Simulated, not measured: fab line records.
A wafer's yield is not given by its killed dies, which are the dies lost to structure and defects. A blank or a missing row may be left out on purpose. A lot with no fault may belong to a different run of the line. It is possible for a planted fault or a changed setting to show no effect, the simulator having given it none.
2 desks, one fault | flow gf180mcu | each desk holds nothing but its own numbers, with what lay behind them at the end

## THE TOOL OWNER'S DESK: cvd w-01
The tool's own readings at GF_V1_CVD_23 (deposits W, target thk 350 nm, time 105.05 s): means of the sampled wafers that have a number, for each lot that ran on this tool. A lot is out of limits, marked OUT, if its mean lies more than 4 standard deviations from the usual mean; the brackets give that distance.
Columns: A = heater power w at GF_V1_CVD_23, usual 906 W
lot  | first seen here | A
L500 | day 18 10:34    | 928
L502 | day 19 12:35    | 936
L504 | day 20 03:44    | 839
L505 | day 20 07:43    | 1021
L506 | day 20 19:11    | 938
L508 | day 21 06:06    | 937
L510 | day 22 01:34    | 942
L512 | day 22 22:05    | 862
L515 | day 23 19:25    | 948
This desk's verdict: no lot among the 9 shows anything out of limits.

## AT THE METROLOGY DESK
Means of the sampled wafers that have a number, per lot and without regard to the tool the lot ran on: this is what the gauges read. A lot is out of limits, marked OUT, if its mean lies more than 4 standard deviations from the usual mean; the brackets give that distance.
Columns: A = V5_W_THK at GF_V5_THK_MEAS_25, usual 354 nm; B = cd nm at GF_TOP_METAL_CD_MEAS_14, usual 439.9 nm
lot  | first seen here | A   | B
L500 | day 27 10:30    | 346 | 442.0
L501 | day 27 21:27    | 361 | 436.7
L502 | day 28 08:24    | 352 | 444.0
L504 | day 28 20:31    | 351 | 443.4
L505 | day 29 00:04    | 362 | 437.6
L506 | day 29 08:02    | 352 | 442.0
L508 | day 29 17:50    | 352 | 440.5
L510 | day 30 10:34    | 361 | 441.3
L509 | day 30 12:23    | 349 | 436.6
L511 | day 30 18:53    | 358 | 441.7
L512 | day 31 02:57    | 360 | 438.4
L515 | day 31 16:44    | 351 | 440.5
L521 | day 33 00:47    | 354 | 439.6
L523 | day 33 04:26    | 354 | 439.5
This desk's verdict: no lot among the 14 shows anything out of limits.

## PUT TOGETHER
The tool owner's desk saw nothing out of limits.
From the metrology desk's view, nothing was out of limits.

## WHAT THE SIMULATOR PUT IN
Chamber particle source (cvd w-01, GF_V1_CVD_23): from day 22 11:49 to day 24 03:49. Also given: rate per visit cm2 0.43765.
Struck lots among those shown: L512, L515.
